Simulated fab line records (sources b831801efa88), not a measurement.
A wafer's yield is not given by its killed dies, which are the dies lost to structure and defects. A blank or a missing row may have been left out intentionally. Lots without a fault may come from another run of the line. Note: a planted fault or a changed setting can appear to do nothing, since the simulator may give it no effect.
Which tool did it? -- flow sky130 -- route of 708 steps, sampled at 1 step: 11 lots, 33 wafers

## WHAT EACH GAUGE READ, for each wafer
SKY_RES_PROTECT_TW_MEAS_08.
lot,measured,on,POLY_GATE_TW
L969,day 14 23:19,film metro-04,4098 4090 4087
L970,day 15 03:01,film metro-04,4148 4118 4137
L971,day 15 16:42,film metro-04,4133 4113 4146
L972,day 16 02:32,film metro-01,4094 4087 4098
L980,day 18 15:46,film metro-04,4090 4074 4081
L981,day 18 21:49,film metro-04,4095 4088 4110
L986,day 20 20:46,film metro-01,4078 4069 4070
L987,day 21 05:54,film metro-01,4052 4041 4044
L988,day 21 21:07,film metro-01,4053 4051 4046
L990,day 22 13:34,film metro-03,4030 4051 4041
L991,day 22 18:11,film metro-03,4028 4031 4020

## WHICH TOOL RAN EACH LOT (tool, then ch and the chambers of the sampled wafers, then the start)
No process step before these readings appears in the record.

## THE ANSWER, worked out from the rows above alone
Rule: the usual values come from the lots themselves. The widest of any qualifying gaps counts: lots, ordered by their means at a reading, are off when they make up no more than a third of the lots, leave a main group of 4 or more, and stand apart from it by 3 or more times the standard deviation of that group's means. The tables above print the reading to a certain number of digits; a main group whose means all agree to those digits is not used. A lot without any number at a reading at which 4 lots or more have one is off too. Where the step has rows for the other lots, those lots are counted as sound.
Across all readings shown, no lot is off: no conclusion can be drawn from this.

## WHAT WAS PUT IN BY THE SIMULATOR
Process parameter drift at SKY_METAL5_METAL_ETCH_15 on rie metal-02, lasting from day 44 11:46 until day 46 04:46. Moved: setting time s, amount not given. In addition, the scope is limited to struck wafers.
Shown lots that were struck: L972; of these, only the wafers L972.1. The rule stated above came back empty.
